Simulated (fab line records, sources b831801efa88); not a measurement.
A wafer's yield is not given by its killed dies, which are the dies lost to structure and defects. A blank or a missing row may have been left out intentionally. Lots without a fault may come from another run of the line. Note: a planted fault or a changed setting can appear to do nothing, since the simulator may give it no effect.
Comparing a struck lot with a sound one :: flow sky130 :: 44 out of 708 route steps
Sound: wafers L484.2, L484.5, L484.6. Struck: wafers L497.1, L497.4, L497.6. The cause is given at the end.
At each step with rows: each side's tool, then ch and its chambers, then its first start. Under that, the readings that differ: sound wafers :: struck wafers :: difference of the means :: sigmas: that difference in standard deviations of wafers without a fault.
alike: same words and numbers on both sides, and readings whose means sit less than 2 such deviations apart. not compared: any withheld reading, any reading some wafer has no value for, any bound like >300 that may hide the same value, and any number with overlapping values for which the record gives no deviation.
A row with sigmas, a row that says differs or no value, or rows on one side alone: a step with any of these is where the two part. Non-overlapping numbers with no deviation appear without sigmas and do not part them. A reading that every wafer of one side lacks parts them only if that side has two wafers or more.

first, 1 step without rows for these wafers: SKY_SONOS_TUNNEL_DEVELOP_06 (develop time 60 s).
SKY_SONOS_TUNNEL_CD_MEAS_07: target cd 410 nm.
  struck on cd-sem-01, day 15 19:40; sound on cd-sem-01, day 12 07:11
  alike: cd-nm
SKY_SONOS_TUNNEL_OVL_MEAS_08:
  struck on overlay-01, day 15 19:47; sound on overlay-02, day 12 07:18
  alike: SONOS_TUNNEL_OVL
then, 3 steps without rows for these wafers: SKY_SONOS_TUNNEL_IMPLANT_09; SKY_SONOS_TUNNEL_WET_ETCH_10 (etches SiO2 in dHF, target depth 14 nm, time 280 s); SKY_SONOS_TUNNEL_STRIP_11 (strips in SPM, time 600 s).
SKY_SONOS_TUNNEL_TW_MEAS_12:
  struck on film-metro-02, day 15 20:15; sound on film-metro-03, day 12 07:45
  alike: SONOS_TUNNEL_TW
then, 2 steps without rows for these wafers: SKY_SONOS_TUNNEL_CLEAN_13 (cleans in dHF, time 20 s); SKY_SONOS_ONO_OXIDATION_00 (stabilise 600 s, purge 300 s, target thk 2.6 nm).
SKY_SONOS_ONO_THK_MEAS_01:
  struck on film-metro-04, day 15 23:44; sound on film-metro-04, day 12 10:00
reading: SONOS_ONO_OXIDATION_THK (nm)
sound: 2.53 2.58 2.51
struck: 2.71 2.68 2.70
difference: +0.16
sigmas: +2
then, 1 step without rows for these wafers: SKY_SONOS_ONO_CVD_02 (deposits Si3N4 from DCS/NH3, target thk 10.5 nm, time 180 s).
SKY_SONOS_ONO_THK_MEAS_03:
  struck on film-metro-02, day 16 01:52; sound on film-metro-04, day 12 11:33
  alike: SONOS_ONO_CVD_02_THK
SKY_SONOS_ONO_CVD_04: deposits SiO2 from SiH4/N2O, target thk 5.7199 nm.
  sound on lpcvd-03 ch 1, day 12 11:36; struck on lpcvd-03 ch 1, day 16 01:55
reading: model.SiO2_of_SONOS_ONO_CVD_04.thk-nm (nm)
sound: 6.347 6.313 6.263
struck: 5.977 6.038 6.019
difference: -0.296
sigmas: 
SKY_SONOS_ONO_THK_MEAS_05:
  struck on film-metro-01, day 16 03:10; sound on film-metro-01, day 12 12:54
reading: SONOS_ONO_CVD_04_THK (nm)
sound: 6.34 6.37 6.27
struck: 6.01 6.01 6.09
difference: -0.29
sigmas: -2
then, 7 steps without rows for these wafers: SKY_SONOS_ONO_DEHYDRATE_06 (time 60 s); SKY_SONOS_ONO_HMDS_07 (prime time 60 s); SKY_SONOS_ONO_COAT_08 (resist thk 1140 nm); SKY_SONOS_ONO_SOFTBAKE_09 (time 60 s); SKY_SONOS_ONO_EXPOSE_10 (exposes mask ONOM, target cd 410 nm); SKY_SONOS_ONO_PEB_11; SKY_SONOS_ONO_DEVELOP_12 (develop time 60 s).
SKY_SONOS_ONO_CD_MEAS_13: target cd 410 nm.
  struck on cd-sem-02, day 17 07:10; sound on cd-sem-01, day 13 13:52
  alike: cd-nm
SKY_SONOS_ONO_OVL_MEAS_14:
  struck on overlay-01, day 17 07:17; sound on overlay-01, day 13 14:59
  alike: SONOS_ONO_OVL
SKY_SONOS_ONO_ETCH_15: etches the open film in CHF3/O2, target depth 19.52 nm, time 7.8 s.
  sound on rie-diel-02 ch 1,2, day 13 15:01; struck on rie-diel-03 ch 1,2, day 17 07:19
  alike: drypump-motor-current-A, oes-product-au, throttle-valve-pct
  not compared: rf-hours-counter-h
then, 1 step without rows for these wafers: SKY_SONOS_ONO_WET_ETCH_16 (etches SiO2 in dHF, target depth 14 nm, time 280 s).
SKY_SONOS_ONO_STRIP_17: strips in O2/N2.
  sound on plasma-asher-02 ch 0,1, day 13 15:10; struck on plasma-asher-02 ch 0, day 17 07:26
  alike: drypump-motor-current-A, oes-product-au, strip-time-to-endpoint-s
  not compared: rf-hours-counter-h
then, 3 steps without rows for these wafers: SKY_SONOS_ONO_WET_ETCH_18 (etches Si3N4 in H3PO4, target depth 15 nm, time 172 s); SKY_GATE_OXIDE_CLEAN_00 (cleans in SC1/SC2, time 150 s); SKY_GATE_OXIDE_OXIDATION_01 (stabilise 600 s, purge 300 s, target thk 10.268 nm).
SKY_GATE_OXIDE_THK_MEAS_02:
  struck on film-metro-01, day 17 14:53; sound on film-metro-03, day 13 19:20
  alike: GATE_OXIDE_OXIDATION_00_THK
then, 7 steps without rows for these wafers: SKY_GATE_OXIDE_DEHYDRATE_03 (time 60 s); SKY_GATE_OXIDE_HMDS_04 (prime time 60 s); SKY_GATE_OXIDE_COAT_05 (resist thk 1140 nm); SKY_GATE_OXIDE_SOFTBAKE_06 (time 60 s); SKY_GATE_OXIDE_EXPOSE_07 (exposes mask LVOM, target cd 600 nm); SKY_GATE_OXIDE_PEB_08; SKY_GATE_OXIDE_DEVELOP_09 (develop time 60 s).
SKY_GATE_OXIDE_OVL_MEAS_10:
  struck on overlay-02, day 18 19:42; sound on overlay-01, day 14 16:49
  alike: GATE_OXIDE_OVL
then, 2 steps without rows for these wafers: SKY_GATE_OXIDE_IMPLANT_11; SKY_GATE_OXIDE_WET_ETCH_12 (etches SiO2 in dHF, target depth 16.8 nm, time 336 s).
SKY_GATE_OXIDE_STRIP_13: strips in O2/N2.
  sound on plasma-asher-01 ch 0,1, day 14 17:06; struck on plasma-asher-01 ch 1, day 18 19:59
  alike: drypump-motor-current-A, oes-product-au, strip-time-to-endpoint-s
  not compared: rf-hours-counter-h
SKY_GATE_OXIDE_TW_MEAS_14:
  struck on film-metro-03, day 18 20:05; sound on film-metro-03, day 14 17:13
  alike: GATE_OXIDE_TW
SKY_GATE_OXIDE_CLEAN_15: cleans in SC1/SC2, time 150 s.
  sound on wet-bench-01 ch 0, day 14 17:16; struck on wet-bench-02 ch 2, day 18 20:09
reading: temp-c (C)
sound: 70.02 70.23 69.89
struck: 69.76 69.68 69.85
difference: -0.28
sigmas: -2

reading: model.SiO2_of_SONOS_ONO_CVD_04.thk-nm (nm)
sound: 4.835 4.791 4.743
struck: 4.471 4.526 4.505
difference: -0.289
sigmas: 
-- here the record skips 31 days between the struck wafers' starts before and after, leaving off in module GATE_OXIDE and picking up in module PAD_OPEN (first step shown: number 708 of the route) --
SKY_PAD_OPEN_PROBE_99:
  struck on prober-02, day 49 08:16; sound on prober-01, day 46 16:04
reading: killed_at_M0_to_M3
sound: 59 49 54
struck: 42 27 43
difference: -17
sigmas: -2

reading: model.etest.cap-ono.gate-log10-a-cm2
sound: -8.757 -8.656 -8.726
struck: -8.508 -8.426 -8.408
difference: +0.266
sigmas: 

reading: model.etest.cap-ono.tox-acc-nm (nm)
sound: 13.54 13.43 13.43
struck: 13.33 13.35 13.28
difference: -0.15
sigmas: 

reading: model.etest.sonos-programmed.vt-v (V)
sound: 1.088 1.101 1.156
struck: 1.254 1.26 1.312
difference: +0.160
sigmas: 

reading: model.etest.sonos-erased.vt-v (V)
sound: -1.981 -2.044 -2.018
struck: -2.086 -2.081 -2.055
difference: -0.060
sigmas: 

reading: model.etest.sonos-baked.vt-v (V)
sound: 0.6645 0.7197 0.7508
struck: 0.8384 0.7906 0.8224
difference: +0.1055
sigmas: 
  alike: killed_at_M4_up, killed-at-contacts, killed-at-front-end, killed-at-other, killed-dies, killed-open, killed-short

WHERE THEY PART
At SKY_SONOS_ONO_THK_MEAS_01 first; at SKY_PAD_OPEN_PROBE_99 last (within this record only).

WHY: the cause the simulator had injected
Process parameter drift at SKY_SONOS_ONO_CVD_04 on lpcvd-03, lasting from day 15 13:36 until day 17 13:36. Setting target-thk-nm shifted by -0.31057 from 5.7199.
